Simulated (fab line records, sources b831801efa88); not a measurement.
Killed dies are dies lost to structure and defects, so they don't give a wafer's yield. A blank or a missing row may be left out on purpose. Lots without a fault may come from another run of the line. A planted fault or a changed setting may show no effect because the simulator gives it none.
A struck lot beside a sound one | flow sky130 | 16 steps out of a route of 708
Sound: wafers L596.2, L596.4, L596.6. Struck: wafers L587.2, L587.4, L587.5. The cause comes at the end.
At each step with rows: each side's tool, then ch and its chambers, then its first start. Under that, the readings that differ: sound wafers | struck wafers | difference of the means | sigmas: that difference in standard deviations of wafers without a fault.
alike: readings whose means differ by less than 2 such deviations, and words and numbers that are the same on both sides. not compared: withheld readings, readings that some wafer has no value for, bounds like >300 that may hide the same value, and numbers for which the record gives no deviation and whose values overlap.
The two part at a step that has a row with sigmas, a row that says differs or no value, or rows on one side only. Numbers that don't overlap but have no deviation are shown without sigmas and don't part them. A reading that every wafer of one side lacks parts them only if that side has two wafers or more.

first, 7 steps without rows for these wafers: SKY_METAL3_HMDS_06 (prime time 60 s); SKY_METAL3_COAT_07 (resist thk 60 nm); SKY_METAL3_COAT_08 (resist thk 1140 nm); SKY_METAL3_SOFTBAKE_09 (time 90 s); SKY_METAL3_EXPOSE_10 (exposes mask MM3, target cd 300 nm); SKY_METAL3_PEB_11; SKY_METAL3_DEVELOP_12 (develop time 60 s).
SKY_METAL3_CD_MEAS_13: target cd 300 nm.
  sound on cd_sem-02, day 43 21:08; struck on cd_sem-02, day 41 08:38
  alike: cd_nm
SKY_METAL3_OVL_MEAS_14:
  sound on overlay-01, day 43 21:14; struck on overlay-02, day 41 08:44
  alike: METAL3_OVL
SKY_METAL3_DESCUM_15: chemistry O2, time 8 s.
  sound on rie_metal-03 ch 0, day 43 21:16; struck on rie_metal-03 ch 0,1, day 41 08:46
  alike: drypump_motor_current_A, oes_product_au
  not compared: rf_hours_counter_h
SKY_METAL3_ETCH_16: etches BARC in N2/H2, stops on SiO2, time 88.2 s, target depth 60 nm.
  sound on rie_metal-03 ch 0, day 43 21:22; struck on rie_metal-03 ch 0,1, day 41 08:48
  alike: drypump_motor_current_A, oes_product_au, throttle_valve_pct
  not compared: rf_hours_counter_h
SKY_METAL3_ETCH_17: etches SiO2 in C4F8/O2/Ar, stops on TiN, time 3.9 s, target depth 15 nm.
  sound on rie_diel-04 ch 2,3, day 43 21:31; struck on rie_diel-03 ch 1,2,3, day 41 08:56
  alike: oes_product_au
  not compared: rf_hours_counter_h
SKY_METAL3_METAL_ETCH_18: etches the open film in Cl2/BCl3, stops on SiO2, target depth 845 nm, time 183.1 s.
  sound on rie_metal-04 ch 1, day 43 21:36; struck on rie_metal-04 ch 1, day 41 08:57
  reading                                       | sound             | struck                  | difference | sigmas
  oes_product_au (a.u.)                         | 0.869 0.852 0.863 | 0.826 0.830 0.829       | -0.033     | -6
  over_etch_frac                                | 0.3 0.3 0.3       | 0.38609 0.38609 0.38609 | +0.08609   |
  model.KrF-thick_of_METAL3_COAT_08.thk_nm (nm) | 507.3 509.2 507.4 | 475.3 478.5 469.5       | -33.5      |
  alike: drypump_motor_current_A, mfc_cl2_sccm, throttle_valve_pct
  not compared: rf_hours_counter_h
SKY_METAL3_STRIP_19: strips in O2/N2.
  sound on plasma_asher-03 ch 0,1, day 43 21:54; struck on plasma_asher-02 ch 0,1, day 41 09:08
  reading                      | sound             | struck            | difference | sigmas
  oes_product_au (a.u.)        | 0.486 0.503 0.497 | 0.483 0.487 0.481 | -0.012     | -2
  strip_time_to_endpoint_s (s) | 6.33 6.35 6.33    | 6.00 6.04 5.94    | -0.34      | -3
  alike: drypump_motor_current_A
  not compared: rf_hours_counter_h
then, 2 steps without rows for these wafers: SKY_METAL3_STRIP_20 (strips in post etch residue remover, time 1200 s); SKY_PAD_OPEN_PROBE_99.

WHERE THEY PART
First at SKY_METAL3_METAL_ETCH_18; last, within this record, at SKY_METAL3_STRIP_19.

WHY: what the simulator had put in
Process parameter drift: rie_metal-04, from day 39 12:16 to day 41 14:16, at SKY_METAL3_METAL_ETCH_18. Setting over_etch_frac, moved by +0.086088, from 0.3. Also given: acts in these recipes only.
